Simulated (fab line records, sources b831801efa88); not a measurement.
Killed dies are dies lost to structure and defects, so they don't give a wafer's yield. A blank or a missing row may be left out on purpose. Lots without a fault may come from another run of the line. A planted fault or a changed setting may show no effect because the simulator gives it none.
Chamber matching | flow gf180mcu | GF_V1_CMP_26 on cmp-02: 4 sister chambers
The step polishes, stops on SiO2, t overpolish 15 s, target thk 0 nm. 8 wafers are shown with their chamber, then 8 later ones without.

WAFERS WITH THEIR CHAMBER
wafer  | chamber | motor_current_A (A) | time_to_endpoint_s (s)
L183.6 | 0       | 11.2                | 96
L184.2 | 0       | 11.5                | 89
L188.3 | 1       | 12.3                | 90
L189.5 | 2       | 11.0                | 83
L190.2 | 3       | 10.2                | 87
L190.3 | 2       | 10.8                | 81
L190.6 | 1       | 12.2                | 88
L192.2 | 3       | 10.3                | 84

WAFERS WITHOUT THEIR CHAMBER
wafer  | motor_current_A (A) | time_to_endpoint_s (s)
L192.4 | 11.1                | 81
L192.6 | 10.3                | 83
L202.2 | 11.0                | 86
L202.5 | 13.1                | 85
L202.6 | 11.2                | 81
L204.1 | 11.0                | 83
L204.2 | 10.9                | 75
L204.6 | 10.2                | 80

WHICH CHAMBER EACH WENT THROUGH
wafer  | from the rows above     | in truth
L192.4 | 2                       | 2
L192.6 | 3                       | 3
L202.2 | can't be placed: 2 or 0 | 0
L202.5 | 1                       | 1
L202.6 | can't be placed: 2 or 0 | 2
L204.1 | 2                       | 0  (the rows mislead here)
L204.2 | 2                       | 2
L204.6 | 3                       | 3
Placed correctly: 5 of 8. Can't be placed from these rows: 2 (the true chamber is among the candidates in 2). Placed wrongly: 1.
How it was worked out, from the rows above alone: a wafer's distance from a chamber is the root of the sum, over the readings, of the square of ((its reading less the chamber's mean) divided by the reading's scatter). The wafer belongs to the nearest chamber; if the next one is less than 2 further off, it can't be placed. A chamber's mean is the mean of its shown wafers. The scatter: the root of (the sum of the squares of (reading less its chamber's mean) over the shown wafers, divided by (wafers less chambers)).
